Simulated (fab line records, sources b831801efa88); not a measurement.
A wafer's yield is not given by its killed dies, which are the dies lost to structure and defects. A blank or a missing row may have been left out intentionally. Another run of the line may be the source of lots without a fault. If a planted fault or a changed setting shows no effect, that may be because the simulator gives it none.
fab line records ; flow sky130 ; part 2 of 2: steps 23 to 31 of 31
[record] lots = 5; wafers = 15; lastDay = 49
route steps=708 shown CONTACT@431 METAL1@434 VIA1@458
lots untouched by any fault: they come from a run of this same line in which no faults occurred
startH: hours from the record's first day to the start of the lot's first wafer shown ; waitH: time in hours since the lot's previous step ; " same as the row above ; L1.1+2: one row covering several wafers at once ; - no value, or no start was given ; * or withheld: withheld ; < > ~ a bound
route shown NAME@n: a module of which the file shows steps, and the number in the route of the first ; usual: mean and standard deviation over wafers with no fault ; same: alike in all rows ; chamber/n: place in a boat ; sites: readings site by site ; _std_site: how widely they spread, as a standard deviation ; _edge_site: outer sites' mean less inner sites' ; radiusMm: for every site, how far away it sits from the centre of the wafer ; mask NAME#n: copy n ; behind: tool/chamber where the wafer was last shaped ; hold: what put the lot on hold/how long, in hours/how the hold closed ; device: names the non-switching transistor (n, p or np) ; end of line: tests of these same wafers at the route's end ; for a step that has no rows: nothing shown but its recipe ; killed: not the wafer's yield, but the dies lost to structure and defects at the first sort ; map: a wafer's dies, marking killed ones x, the rest . and places with no die _
set.NAME: the setting that was run; set.NAME@STEP: the one run at that earlier step ; model.NAME: the simulator's own value behind a step, which no gauge read
certain route steps with their lots: each step a table, each wafer a row
services: the hour from which a tool's chamber was out of use, counted from the record's first day as startH (under 0 if before that day), plus the number of hours and why
[[steps]]
[step SKY_METAL1_METAL_ETCH_19]
[recipe] targetDepthA = 3600; stopOn = SiO2; overEtchFrac = 0.3; timeS = 78; chemistry = Cl2/BCl3; resistSidewallDeg = 88; pressureMtorr = 10; icpW = 900; biasW = 48.5; Cl2_flow_sccm = 60; bcl3FlowSccm = 30
[usual] chamberPressureMTorr = 9.998/0.0092; drypumpMotorCurrentA = 5.9/0.63; oesProductAu = 0.854/0.0055; throttleValvePct = 22.264/0.0088
lot.wafer;tool;chamber;startH;waitH;chamberPressureMTorr;drypumpMotorCurrentA;oesProductAu;rfHoursCounterH;throttleValvePct
L075.3;rieMetal-01;1;778.35;0.1;10.011;5.4;0.846;-;22.277
L075.4;rieMetal-01;0;778.35;0.1;9.995;6.4;0.859;-;22.265
L075.6;rieMetal-01;1;778.35;0.1;9.996;5.4;0.851;-;22.268
L081.2;rieMetal-03;1;823.67;0.0;10.023;6.7;0.859;8;22.275
L081.3;rieMetal-03;0;823.67;0.0;10.006;5.1;0.865;-;22.285
L081.5;rieMetal-03;1;823.67;0.0;9.983;6.7;0.857;-;22.249
L084.1;rieMetal-03;1;852.63;0.0;10.008;6.7;0.841;10;22.268
L084.2;rieMetal-03;0;852.63;0.0;9.999;5.1;0.849;14;22.272
L084.4;rieMetal-03;0;852.63;0.0;10.006;5.1;0.845;-;22.253
L090.1;rieMetal-03;1;897.38;0.0;9.986;6.7;0.858;12;22.256
L090.2;rieMetal-03;0;897.38;0.0;9.987;5.1;0.853;16;22.269
L090.3;rieMetal-03;0;897.38;0.0;10.004;5.1;0.855;-;22.262
L091.1;rieMetal-04;1;899.02;0.0;9.980;5.7;0.852;12;22.255
L091.3;rieMetal-04;1;899.02;0.0;9.998;5.7;0.851;-;22.268
L091.4;rieMetal-04;0;899.02;0.0;9.986;6.5;0.853;-;22.268
[step SKY_METAL1_STRIP_20]
[recipe] chemistry = O2/N2; powerW = 1400; pressureMtorr = 1500; platenTempC = withheld; o2FlowSccm = 3000; n2FlowSccm = 300; overashFraction = 0.5
[usual] chamberPressureMTorr = 1500.0/1.5; drypumpMotorCurrentA = 5.8/0.42; oesProductAu = 0.343/0.0049; stripTimeToEndpointS = 2.70/0.036
lot.wafer;tool;chamber;startH;waitH;chamberPressureMTorr;drypumpMotorCurrentA;oesProductAu;rfHoursCounterH;stripTimeToEndpointS
L075.3;plasmaAsher-04;1;778.44;0.1;1499.7;5.9;0.345;-;2.72
L075.4;plasmaAsher-04;0;778.44;0.1;1500.8;5.3;0.346;-;2.75
L075.6;plasmaAsher-04;0;778.44;0.1;1500.7;5.3;0.353;-;2.73
L081.2;plasmaAsher-03;1;823.76;0.1;1500.6;5.8;0.340;39;2.67
L081.3;plasmaAsher-03;1;823.76;0.1;1499.3;5.8;0.344;-;2.66
L081.5;plasmaAsher-03;0;823.76;0.1;1496.2;6.7;0.346;-;2.69
L084.1;plasmaAsher-01;0;852.72;0.1;1500.2;5.5;0.344;72;2.72
L084.2;plasmaAsher-01;1;852.72;0.1;1498.9;5.8;0.354;72;2.68
L084.4;plasmaAsher-01;0;852.72;0.1;1498.7;5.5;0.332;-;2.68
L090.1;plasmaAsher-01;0;897.47;0.1;1500.0;5.4;0.350;77;2.71
L090.2;plasmaAsher-01;1;897.47;0.1;1501.1;5.8;0.338;77;2.70
L090.3;plasmaAsher-01;0;897.47;0.1;1497.3;5.5;0.343;-;2.71
L091.1;plasmaAsher-03;1;899.11;0.1;1500.7;5.8;0.333;46;2.65
L091.3;plasmaAsher-03;0;899.11;0.1;1500.6;6.7;0.340;-;2.66
L091.4;plasmaAsher-03;1;899.11;0.1;1501.1;5.8;0.338;-;2.68
[step SKY_METAL1_STRIP_21]
[recipe] chemistry = postEtchResidueRemover; timeS = 1200; tempC = 72.5
[usual] bathGuardTempC = 72.3/0.4
lot.wafer;tool;chamber;startH;waitH;bathGuardTempC
L075.3;wetBench-01;1;778.51;0.0;71.4
L075.4;wetBench-01;1;778.51;0.0;71.7
L075.6;wetBench-01;1;778.51;0.0;71.9
L081.2;wetBench-01;3;823.86;0.1;72.7
L081.3;wetBench-01;3;823.86;0.1;72.2
L081.5;wetBench-01;3;823.86;0.1;72.2
L084.1;wetBench-01;0;852.82;0.1;72.3
L084.2;wetBench-01;0;852.82;0.1;72.1
L084.4;wetBench-01;0;852.82;0.1;72.4
L090.1;wetBench-04;0;897.57;0.1;72.7
L090.2;wetBench-04;0;897.57;0.1;73.0
L090.3;wetBench-04;0;897.57;0.1;73.1
L091.1;wetBench-01;0;899.21;0.1;72.2
L091.3;wetBench-01;0;899.21;0.1;72.2
L091.4;wetBench-01;0;899.21;0.1;72.3
[step SKY_METAL1_CLEAN_22]
[recipe] chemistry = IPA; timeS = 180; tempC = 25
lot.wafer;tool;chamber;startH;waitH
L075.3+4+6;wetBench-04;0;778.92;0.0
L081.2+3+5;wetBench-04;0;824.20;0.0
L084.1+2+4;wetBench-04;1;853.16;0.0
L090.1+2+3;wetBench-01;2;897.91;0.0
L091.1+3+4;wetBench-03;2;899.55;0.0
[step SKY_METAL1_CLEAN_23]
[recipe] chemistry = O3/DIW; dry = n2Spin
lot.wafer;tool;chamber;startH;waitH
L075.3+4+6;wetBench-01;2;778.98;0.0
L081.2+3+5;wetBench-03;2;824.26;0.0
L084.1+2+4;wetBench-03;2;853.22;0.0
L090.1+2+3;wetBench-03;3;897.97;0.0
L091.1+3+4;wetBench-04;1;899.61;0.0
[step SKY_VIA1_HDPCVD_00]
[recipe] material = SiO2; targetThkNm = 1030; sigmaOpenFrac = 0.3; timeS = 171.7; tempC = 400; sih4FlowSccm = 60; pressureMtorr = 6
lot.wafer;tool;chamber;startH;waitH
L075.3+4+6;hdpcvd-01;0,1,2;779.08;0.0
L081.2+3+5;hdpcvd-02;1,0,1;824.35;0.0
L084.1+2+4;hdpcvd-01;0,2,1;853.40;0.0
L090.1+2+3;hdpcvd-01;2,1,0;898.06;0.0
L091.1+3+4;hdpcvd-01;1,2,1;899.70;0.0
[step SKY_VIA1_THK_MEAS_01]
[recipe] reads = SiO2_of_VIA1_HDPCVD_00
[usual] VIA1_HDPCVD_THK = 1032/10
lot.wafer;tool;chamber;startH;waitH;VIA1_HDPCVD_THK[nm]
L075.3;filmMetro-01;-;779.22;0.1;1021
L075.4;filmMetro-01;-;779.22;0.1;1025
L075.6;filmMetro-01;-;779.22;0.1;1030
L081.2;filmMetro-01;-;824.47;0.1;1025
L081.3;filmMetro-01;-;824.47;0.1;1024
L081.5;filmMetro-01;-;824.47;0.1;1025
L084.1;filmMetro-01;-;853.51;0.1;1030
L084.2;filmMetro-01;-;853.51;0.1;1023
L084.4;filmMetro-01;-;853.51;0.1;1030
L090.1;filmMetro-03;-;898.17;0.1;1030
L090.2;filmMetro-03;-;898.17;0.1;1052
L090.3;filmMetro-03;-;898.17;0.1;1032
L091.1;filmMetro-04;-;899.81;0.1;1028
L091.3;filmMetro-04;-;899.81;0.1;1042
L091.4;filmMetro-04;-;899.81;0.1;1030
[step SKY_VIA1_CMP_02]
[recipe] material = SiO2; downForcePsi = 4; platenRpm = 60; padVelocityMS = 0.94248
[usual] edgeZonePressureFrac = 1.000/0.0052; headPressurePsi = 3.999/0.0092; motorCurrentA = 12.0/0.8; slurryFlowMlMin = 149.9/0.43
lot.wafer;tool;chamber;startH;waitH;edgeZonePressureFrac;headPressurePsi;motorCurrentA;slurryFlowMlMin
L075.3;cmp-01;2;779.26;0.0;0.998;3.994;11.9;150.4
L075.4;cmp-01;0;779.26;0.0;1.005;3.997;12.4;149.4
L075.6;cmp-01;2;779.26;0.0;0.999;3.998;11.7;149.9
L081.2;cmp-01;1;824.52;0.0;1.001;4.009;11.6;149.2
L081.3;cmp-01;3;824.52;0.0;1.005;3.992;12.2;149.3
L081.5;cmp-01;1;824.52;0.0;1.006;4.007;12.7;149.4
L084.2;cmp-02;3;853.62;0.1;0.998;4.006;10.7;149.8
L084.4;cmp-02;0;853.62;0.1;1.007;4.016;12.3;149.7
L084.1;cmp-02;1;853.62;0.1;1.002;3.999;11.0;150.0
L090.3;cmp-02;2;898.23;0.0;1.004;4.005;13.8;149.6
L090.2;cmp-02;3;898.23;0.0;0.997;4.004;10.8;149.5
L090.1;cmp-02;0;898.23;0.0;1.008;4.008;11.3;149.8
L091.1;cmp-02;3;899.87;0.1;0.996;4.011;10.6;149.9
L091.3;cmp-02;0;899.87;0.1;1.009;4.010;12.0;150.0
L091.4;cmp-02;2;899.87;0.1;1.005;3.987;12.9;150.7
[step SKY_VIA1_BOW_MEAS_03]
[recipe] mode = bow
[usual] VIA1_BOW = 81/7.2
lot.wafer;tool;chamber;startH;waitH;VIA1_BOW[um]
L075.3;filmMetro-01;-;779.60;0.3;80
L075.4;filmMetro-01;-;779.60;0.3;96
L075.6;filmMetro-01;-;779.60;0.3;85
L081.2;filmMetro-04;-;824.84;0.3;93
L081.3;filmMetro-04;-;824.84;0.3;86
L081.5;filmMetro-04;-;824.84;0.3;87
L084.1;filmMetro-01;-;853.87;0.1;69
L084.2;filmMetro-01;-;853.87;0.1;78
L084.4;filmMetro-01;-;853.87;0.1;71
L090.1;filmMetro-01;-;898.53;0.1;87
L090.2;filmMetro-01;-;898.53;0.1;81
L090.3;filmMetro-01;-;898.53;0.1;75
L091.1;filmMetro-04;-;900.17;0.2;81
L091.3;filmMetro-04;-;900.17;0.2;86
L091.4;filmMetro-04;-;900.17;0.2;80
[[services]]
tool;chamber;startH;hours;kind
krfScanner-01;-;726.63;7.2;pm
krfScanner-02;-;733.94;1.3;pm
plasmaAsher-03;-;741.45;3.0;repair
cmp-01;-;742.32;1.1;repair
cmp-02;-;744.00;4.0;pm
rieMetal-03;-;744.20;1.4;pm
pvdSputter-01;-;745.35;6.2;repair
krfScanner-02;-;746.34;1.0;pm
rieMetal-03;0;757.37;14.0;repair
wetBench-03;-;757.40;3.1;repair
cmp-02;-;765.91;0.8;repair
pvdSputter-02;-;768.48;8.8;repair
cmp-01;-;769.96;4.0;pm
cmp-02;-;774.87;0.8;repair
krfScanner-01;-;785.77;0.8;pm
hdpcvd-01;-;791.89;12.4;repair
pvdSputter-04;-;798.90;3.5;repair
pvdSputter-04;-;803.31;2.1;repair
cmp-02;-;808.67;1.2;repair
rieMetal-01;0;818.11;8.5;repair
krfScanner-01;-;832.38;1.0;pm
wetBench-03;-;836.40;1.0;repair
pvdSputter-04;-;873.00;7.7;repair
rieMetal-01;-;875.60;3.3;repair
